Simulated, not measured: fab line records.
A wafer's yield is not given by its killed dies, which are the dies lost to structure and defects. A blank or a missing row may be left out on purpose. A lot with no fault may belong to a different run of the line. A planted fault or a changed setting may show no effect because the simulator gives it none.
fab line records	flow sky130
record lots=15	wafers=45	last_day=50
route steps=708 shown VIA1@479 METAL2@500 VIA2@519 VIA4@641
lots that met no fault: taken from a fault-free run of the same line
start_h: the number of hours between the record's first day and the start of the first shown wafer of the lot	wait_h: hours elapsed since this lot's preceding step	" same as the row above	L1.1+2: several wafers, shown together as one row	- no value present, or no start provided	* or withheld: withheld	< > ~ a bound
route shown NAME@n: NAME is a module with steps in the file, n the number in the route of the first one	usual: mean and standard deviation over wafers with no fault	same: alike in all rows	chamber/n: place in a boat	sites: each site's reading	_std_site: their standard deviation	_edge_site: outer sites' mean less inner sites'	radius_mm: how far each site lies from the wafer's centre	mask NAME#n: copy n	behind: tool/chamber where the wafer was last shaped	hold: the reason the lot was held/the length of the hold in hours/how it ended	device: the transistor (n, p or np) that didn't switch	end of line: the same wafers' tests at the end of the route	a step given without rows: its recipe and nothing more	killed: at the first sort, the dies lost to defects and structure; wafer yield is something else	map: the dies of a wafer, with x for killed, . for not killed, _ for no die there
set.NAME: the setting that was run; set.NAME@STEP: the one run at that earlier step	model.NAME: the simulator's own value behind a step, which no gauge read
steps of the route over a sample of lots; a table a step, a row a wafer
services: the hour from which a tool's chamber was out of use, counted from the record's first day as start_h (under 0 if before that day), plus the number of hours and why
## steps
# step SKY_VIA1_CVD_21
# recipe material=W	target_thk_nm=270	time_s=80.902	temp_c=400	pressure_torr=40
# usual heater_power_w=904/86
lot.wafer	tool	chamber	start_h	wait_h	heater_power_w	since_wet_clean_h
L203.2	cvd_w-01	1	789.39	0.0	764	885
L203.3	"	1	"	"	762	-
L203.4	"	0	"	"	844	-
L204.2	cvd_w-01	0	797.48	0.0	821	893
L204.3	"	1	"	"	777	-
L204.5	"	0	"	"	842	-
L206.2	cvd_w-02	1	816.31	0.0	897	412
L206.4	"	1	"	"	894	-
L206.6	"	1	"	"	929	-
L207.1	cvd_w-02	0	828.34	0.0	991	424
L207.5	"	1	"	"	890	-
L207.6	"	0	"	"	995	-
L208.1	cvd_w-02	0	831.29	0.0	995	427
L208.3	"	0	"	"	994	-
L208.4	"	1	"	"	926	-
L210.1	cvd_w-01	1	849.43	0.0	771	945
L210.4	"	0	"	"	857	-
L210.6	"	0	"	"	840	-
L212.2	cvd_w-02	1	872.48	0.0	902	468
L212.4	"	0	"	"	980	-
L212.5	"	1	"	"	910	-
L213.1	cvd_w-02	0	876.56	0.0	981	473
L213.2	"	1	"	"	901	473
L213.5	"	0	"	"	985	-
L214.2	cvd_w-01	0	883.73	0.0	834	980
L214.4	"	0	"	"	863	-
L214.6	"	1	"	"	764	-
L215.1	cvd_w-02	1	889.39	0.0	900	485
L215.4	"	0	"	"	985	-
L215.5	"	0	"	"	998	-
L216.4	cvd_w-02	0	896.51	0.1	1005	-
L216.5	"	0	"	"	994	-
L216.6	"	1	"	"	914	-
L217.4	cvd_w-02	0	905.61	0.1	1024	-
L217.5	"	0	"	"	1006	-
L217.6	"	1	"	"	911	-
L224.1	cvd_w-02	0	953.79	0.0	984	550
L224.4	"	0	"	"	969	-
L224.5	"	0	"	"	1016	-
L226.1	cvd_w-02	1	956.23	0.0	934	552
L226.4	"	1	"	"	924	-
L226.5	"	1	"	"	903	-
L225.2	cvd_w-02	1	959.00	0.1	927	555
L225.3	"	0	"	"	1025	-
L225.4	"	1	"	"	918	-
# step SKY_METAL2_DESCUM_17
# recipe chemistry=O2	source_power_w=150	bias_power_w=0	pressure_mtorr=10	temp_c=40	time_s=8
# usual drypump_motor_current_A=5.6/0.49	oes_product_au=0.997/0.011
lot.wafer	tool	chamber	start_h	wait_h	drypump_motor_current_A	oes_product_au	rf_hours_counter_h
L203.2	rie_metal-03	0	816.76	0.0	5.3	1.016	-
L203.3	"	0	"	"	5.3	1.013	-
L203.4	"	0	"	"	5.3	1.012	-
L204.2	rie_metal-04	1	824.93	0.0	5.0	0.995	6
L204.3	"	1	"	"	5.0	0.983	-
L204.5	"	1	"	"	5.0	0.995	-
L206.2	rie_metal-01	0	843.49	0.0	5.3	0.997	2
L206.4	"	0	"	"	5.2	0.993	-
L206.6	"	0	"	"	5.2	0.991	-
L207.1	rie_metal-01	0	855.45	0.0	5.3	0.988	2
L207.5	"	0	"	"	5.2	0.998	-
L207.6	"	1	"	"	6.4	0.974	-
L208.1	rie_metal-03	0	858.04	0.0	5.3	1.019	6
L208.3	"	0	"	"	5.3	1.012	-
L208.4	"	1	"	"	6.2	1.003	-
L210.1	rie_metal-04	0	875.88	0.0	5.8	1.006	9
L210.4	"	1	"	"	5.0	1.009	-
L210.6	"	1	"	"	5.0	1.006	-
L212.2	rie_metal-01	0	898.65	0.0	5.3	0.995	-
L212.4	"	0	"	"	5.3	0.981	-
L212.5	"	0	"	"	5.3	0.987	-
L213.1	rie_metal-03	0	902.55	0.0	5.3	1.020	8
L213.2	"	1	"	"	6.2	1.007	4
L213.5	"	1	"	"	6.2	0.995	-
L214.2	rie_metal-04	1	909.74	0.0	5.0	0.979	9
L214.4	"	0	"	"	5.8	0.995	-
L214.6	"	0	"	"	5.8	0.992	-
L215.1	rie_metal-01	0	914.65	0.0	5.3	0.987	5
L215.4	"	0	"	"	5.3	0.992	-
L215.5	"	1	"	"	6.4	1.002	-
L216.4	rie_metal-04	1	922.21	0.0	5.0	0.992	-
L216.5	"	1	"	"	5.0	0.991	-
L216.6	"	0	"	"	5.8	1.007	-
L217.4	rie_metal-04	0	931.37	0.0	5.8	1.011	-
L217.5	"	0	"	"	5.8	0.996	-
L217.6	"	0	"	"	5.9	1.004	-
L224.1	rie_metal-04	1	977.99	0.0	5.0	0.980	12
L224.4	"	0	"	"	5.8	0.991	-
L224.5	"	0	"	"	5.8	0.999	-
L226.1	rie_metal-04	1	981.03	0.0	5.0	0.983	12
L226.4	"	1	"	"	5.0	0.991	-
L226.5	"	1	"	"	5.0	0.986	-
L225.2	rie_metal-04	1	984.08	0.0	5.0	0.996	12
L225.3	"	1	"	"	4.9	0.991	-
L225.4	"	0	"	"	5.8	1.008	-
# step SKY_VIA2_CD_MEAS_12
# recipe target_cd_nm=200
# usual cd_nm=199.7/1.2
lot.wafer	tool	chamber	start_h	wait_h	cd_nm
L203.2	cd_sem-01	-	844.26	-	201.8
L203.3	"	-	"	"	201.5
L203.4	"	-	"	"	201.1
L204.2	cd_sem-01	-	852.06	-	199.1
L204.3	"	-	"	"	201.0
L204.5	"	-	"	"	201.0
L206.2	cd_sem-01	-	870.41	-	199.2
L206.4	"	-	"	"	198.1
L206.6	"	-	"	"	198.3
L207.1	cd_sem-02	-	882.08	-	199.1
L207.5	"	-	"	"	197.6
L207.6	"	-	"	"	197.9
L208.1	cd_sem-02	-	884.14	-	201.8
L208.3	"	-	"	"	200.3
L208.4	"	-	"	"	200.1
L210.1	cd_sem-02	-	902.33	-	201.3
L210.4	"	-	"	"	202.2
L210.6	"	-	"	"	201.3
L212.2	cd_sem-01	-	924.76	-	200.2
L212.4	"	-	"	"	199.8
L212.5	"	-	"	"	199.9
L213.1	cd_sem-01	-	928.53	-	198.4
L213.2	"	-	"	"	198.2
L213.5	"	-	"	"	199.9
L214.2	cd_sem-02	-	935.95	-	200.4
L214.4	"	-	"	"	199.1
L214.6	"	-	"	"	199.6
L215.1	cd_sem-02	-	940.58	-	199.5
L215.4	"	-	"	"	200.6
L215.5	"	-	"	"	201.2
L216.4	cd_sem-02	-	948.37	-	201.2
L216.5	"	-	"	"	200.1
L216.6	"	-	"	"	199.8
L217.4	cd_sem-02	-	956.09	-	199.9
L217.5	"	-	"	"	200.2
L217.6	"	-	"	"	200.8
L224.1	cd_sem-01	-	1002.33	-	200.4
L224.4	"	-	"	"	198.7
L224.5	"	-	"	"	198.6
L226.1	cd_sem-01	-	1005.23	-	197.7
L226.4	"	-	"	"	199.7
L226.5	"	-	"	"	197.6
L225.2	cd_sem-02	-	1008.60	-	201.3
L225.3	"	-	"	"	199.7
L225.4	"	-	"	"	199.8
# step SKY_VIA4_CMP_02
# recipe material=SiO2	down_force_psi=4	platen_rpm=60	pad_velocity_m_s=0.94248
# usual edge_zone_pressure_frac=1.000/0.0046	head_pressure_psi=4.000/0.0081	motor_current_A=12.2/0.82	retaining_ring_pressure_frac=0.999/0.0054
lot.wafer	tool	chamber	start_h	wait_h	edge_zone_pressure_frac	head_pressure_psi	motor_current_A	retaining_ring_pressure_frac
L203.2	cmp-02	3	975.52	0.0	0.998	3.996	12.0	0.995
L203.3	"	1	"	"	0.999	4.011	12.5	0.994
L203.4	"	2	"	"	1.005	4.000	12.5	1.007
L204.3	cmp-02	1	982.90	0.1	0.997	4.001	12.7	1.002
L204.2	"	2	"	"	1.002	3.993	12.2	1.008
L204.5	"	1	"	"	0.999	4.004	12.1	0.994
L206.2	cmp-01	2	999.75	0.1	1.007	3.986	11.4	1.000
L206.4	"	3	"	"	1.003	4.000	12.2	1.004
L206.6	"	2	"	"	1.001	3.999	12.3	1.002
L207.1	cmp-02	3	1010.33	0.1	0.991	4.002	12.1	0.999
L207.5	"	1	"	"	1.000	3.996	12.4	0.997
L207.6	"	2	"	"	0.996	4.004	12.8	0.999
L208.3	cmp-02	0	1012.44	0.0	1.002	4.003	10.9	0.988
L208.1	"	2	"	"	1.006	4.003	12.3	1.012
L208.4	"	3	"	"	1.003	3.994	11.8	0.994
L210.4	cmp-01	3	1029.20	0.1	0.998	4.002	12.6	1.014
L210.1	"	1	"	"	0.995	4.007	11.4	0.997
L210.6	"	2	"	"	0.995	3.991	12.1	0.988
L212.4	cmp-02	1	1049.78	0.1	1.001	3.988	12.2	1.008
L212.2	"	3	"	"	1.009	4.007	12.2	1.001
L212.5	"	0	"	"	1.006	4.008	11.0	0.993
L213.2	cmp-01	2	1051.80	0.0	0.992	3.997	12.0	0.994
L213.1	"	1	"	"	1.000	4.002	12.7	0.999
L213.5	"	2	"	"	0.993	3.991	11.5	0.991
L214.4	cmp-02	0	1059.92	0.1	1.005	4.006	10.9	0.997
L214.2	"	2	"	"	0.997	3.995	12.7	1.005
L214.6	"	0	"	"	0.997	4.004	10.8	0.997
L215.4	cmp-01	1	1061.71	0.0	-	-	-	-
L215.1	"	3	"	"	-	-	-	-
L215.5	"	2	"	"	-	-	-	-
L216.4	cmp-01	1	1067.04	0.2	-	-	-	-
L216.5	"	2	"	"	-	-	-	-
L216.6	"	3	"	"	-	-	-	-
L217.4	cmp-01	0	1075.54	0.2	-	-	-	-
L217.6	"	1	"	"	-	-	-	-
L217.5	"	2	"	"	-	-	-	-
L224.4	cmp-02	1	1116.99	0.0	1.001	3.999	11.4	1.003
L224.1	"	3	"	"	1.001	4.010	12.2	1.001
L224.5	"	2	"	"	1.005	4.008	12.1	1.003
L226.4	cmp-01	3	1118.14	0.0	1.012	4.011	12.6	1.000
L226.1	"	0	"	"	1.000	4.001	13.9	0.998
L226.5	"	3	"	"	1.001	4.003	12.0	0.996
L225.3	cmp-02	1	1123.71	0.4	0.997	4.003	12.2	1.003
L225.2	"	2	"	"	0.994	4.011	11.4	1.002
L225.4	"	0	"	"	1.001	4.019	10.6	0.999
# step SKY_VIA4_BOW_MEAS_03
# recipe mode=bow
# usual VIA4_BOW=79/6.5
lot.wafer	tool	chamber	start_h	wait_h	VIA4_BOW[um]
L203.2	film_metro-01	-	975.84	0.3	74
L203.3	"	-	"	"	80
L203.4	"	-	"	"	73
L204.2	film_metro-01	-	983.17	0.2	80
L204.3	"	-	"	"	77
L204.5	"	-	"	"	83
L206.2	film_metro-04	-	1000.02	0.2	82
L206.4	"	-	"	"	73
L206.6	"	-	"	"	76
L207.1	film_metro-01	-	1010.53	0.1	69
L207.5	"	-	"	"	83
L207.6	"	-	"	"	79
L208.1	film_metro-01	-	1012.74	0.1	72
L208.3	"	-	"	"	70
L208.4	"	-	"	"	78
L210.1	film_metro-04	-	1029.45	0.1	96
L210.4	"	-	"	"	66
L210.6	"	-	"	"	81
L212.2	film_metro-04	-	1050.05	0.1	85
L212.4	"	-	"	"	70
L212.5	"	-	"	"	81
L213.1	film_metro-01	-	1052.10	0.1	81
L213.2	"	-	"	"	76
L213.5	"	-	"	"	80
L214.2	film_metro-04	-	1060.19	0.1	71
L214.4	"	-	"	"	85
L214.6	"	-	"	"	87
L215.1	film_metro-03	-	1062.01	0.1	143
L215.4	"	-	"	"	122
L215.5	"	-	"	"	129
L216.4	film_metro-01	-	1067.25	0.2	144
L216.5	"	-	"	"	150
L216.6	"	-	"	"	135
L217.4	film_metro-04	-	1075.78	0.2	124
L217.5	"	-	"	"	118
L217.6	"	-	"	"	123
L224.1	film_metro-03	-	1117.29	0.1	72
L224.4	"	-	"	"	91
L224.5	"	-	"	"	82
L226.1	film_metro-04	-	1118.44	0.2	82
L226.4	"	-	"	"	86
L226.5	"	-	"	"	69
L225.2	film_metro-03	-	1124.03	0.2	68
L225.3	"	-	"	"	64
L225.4	"	-	"	"	87
# step SKY_VIA4_ETCH_12
# recipe target=SiO2	chemistry=C4F8/O2/Ar	stop_on=TiN	mask_material=NOVOLAK	source_w=1458	bias_w=1200	pressure_mtorr=40	c4f8_flow_sccm=withheld	O2_flow_sccm=6	Ar_flow_sccm=300	time_s=withheld	target_depth_a=5800
# usual bias_w=1201/3.2	oes_product_au=0.925/0.0049
lot.wafer	tool	chamber	start_h	wait_h	bias_w	oes_product_au
L203.2	rie_diel-02	1	998.72	0.0	1201	0.931
L203.3	"	3	"	"	1207	0.928
L203.4	"	2	"	"	1202	0.923
L204.2	rie_diel-03	0	1005.87	0.0	1204	0.928
L204.3	"	1	"	"	1201	0.928
L204.5	"	1	"	"	1201	0.915
L206.2	rie_diel-02	3	1021.62	0.0	1205	0.923
L206.4	"	0	"	"	1198	0.913
L206.6	"	3	"	"	1198	0.930
L207.1	rie_diel-03	1	1032.92	0.0	1201	0.934
L207.5	"	2	"	"	1204	0.922
L207.6	"	1	"	"	1206	0.924
L208.1	rie_diel-02	3	1035.72	0.0	1200	0.923
L208.3	"	1	"	"	1201	0.914
L208.4	"	0	"	"	1198	0.931
L210.1	rie_diel-03	2	1051.32	0.0	1199	0.932
L210.4	"	0	"	"	1205	0.921
L210.6	"	1	"	"	1201	0.931
L212.2	rie_diel-04	1	1071.27	0.0	1205	0.935
L212.4	"	3	"	"	1196	0.930
L212.5	"	3	"	"	1196	0.925
L213.1	rie_diel-03	3	1072.92	0.0	1197	0.919
L213.2	"	2	"	"	1202	0.923
L213.5	"	2	"	"	1210	0.922
L214.2	rie_diel-04	1	1081.26	0.0	1202	0.920
L214.4	"	3	"	"	1204	0.927
L214.6	"	3	"	"	1200	0.928
L215.1	rie_diel-02	1	1082.36	0.0	1201	1.592
L215.4	"	0	"	"	1198	1.624
L215.5	"	1	"	"	1200	1.614
L216.4	rie_diel-03	3	1087.91	0.0	1197	1.594
L216.5	"	2	"	"	1195	1.606
L216.6	"	3	"	"	1198	1.620
L217.4	rie_diel-04	2	1095.47	0.0	1201	1.603
L217.5	"	1	"	"	1198	1.616
L217.6	"	2	"	"	1199	1.584
L224.1	rie_diel-02	0	1136.47	0.0	1197	0.920
L224.4	"	1	"	"	1204	0.926
L224.5	"	3	"	"	1201	0.931
L226.1	rie_diel-04	3	1137.77	0.0	1196	0.921
L226.4	"	1	"	"	1201	0.926
L226.5	"	3	"	"	1194	0.923
L225.2	rie_diel-03	2	1142.67	0.0	1206	0.928
L225.3	"	0	"	"	1198	0.934
L225.4	"	1	"	"	1199	0.928
## services
tool	chamber	start_h	hours	kind
rie_diel-03	2	770.64	1.2	repair
cmp-02	-	782.87	4.0	repair
rie_diel-03	2	782.93	5.0	repair
rie_diel-03	-	799.12	14.6	pm
cmp-01	-	807.41	2.2	repair
rie_diel-03	3	816.11	35.8	repair
cmp-01	-	818.83	0.3	repair
cmp-02	-	829.82	3.9	repair
cmp-02	-	864.14	9.1	pm
cmp-01	-	881.58	3.0	repair
cmp-01	-	912.64	4.0	pm
rie_metal-04	1	928.13	5.1	repair
cmp-02	-	954.03	0.4	repair
cmp-01	-	960.38	1.1	repair
cmp-01	-	961.47	4.8	pm
rie_metal-04	-	971.70	0.7	repair
cmp-02	-	1016.71	0.7	repair
cmp-02	-	1019.20	2.6	repair
cmp-02	-	1030.24	1.6	repair
rie_metal-04	-	1035.26	28.1	pm
cmp-02	-	1084.00	4.0	pm
cmp-01	-	1102.38	0.6	repair
cvd_w-02	-	1112.82	2.8	pm
cmp-01	-	1130.35	3.9	pm
## key
first_sign step=SKY_VIA4_CMP_02	reading=tool_record	direction=missing
effect step=SKY_VIA4_BOW_MEAS_03	reading=VIA4_BOW	direction=up	sigmas=8.3	usual=79	struck=132
effect step=SKY_VIA4_ETCH_12	reading=oes_product_au	direction=up	sigmas=99+	usual=0.925	struck=1.606
met_at SKY_VIA4_CMP_02
struck_lots L215,L216,L217
later_rows_left_out L215.1,L215.4,L215.5,L216.4,L216.5,L216.6,L217.4,L217.5,L217.6
sort_left_out L215.1,L215.4,L215.5,L216.4,L216.5,L216.6,L217.4,L217.5,L217.6
not_acting_at SKY_VIA1_CVD_21,SKY_METAL2_DESCUM_17,SKY_VIA2_CD_MEAS_12
onset_between 1051.80 1061.71
fault kind=skipped_step_whole	tool=cmp-01	chamber=-	onset_h=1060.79	steps=SKY_VIA4_CMP_02	scope=struck_lots_only
# sort_left_out: the simulated sort isn't trusted on such a fault, so these wafers' sort isn't shown, and their yield isn't known
# later_rows_left_out: the simulator's readings of these wafers behind a module that went badly wrong aren't trusted and aren't shown, but for the sort
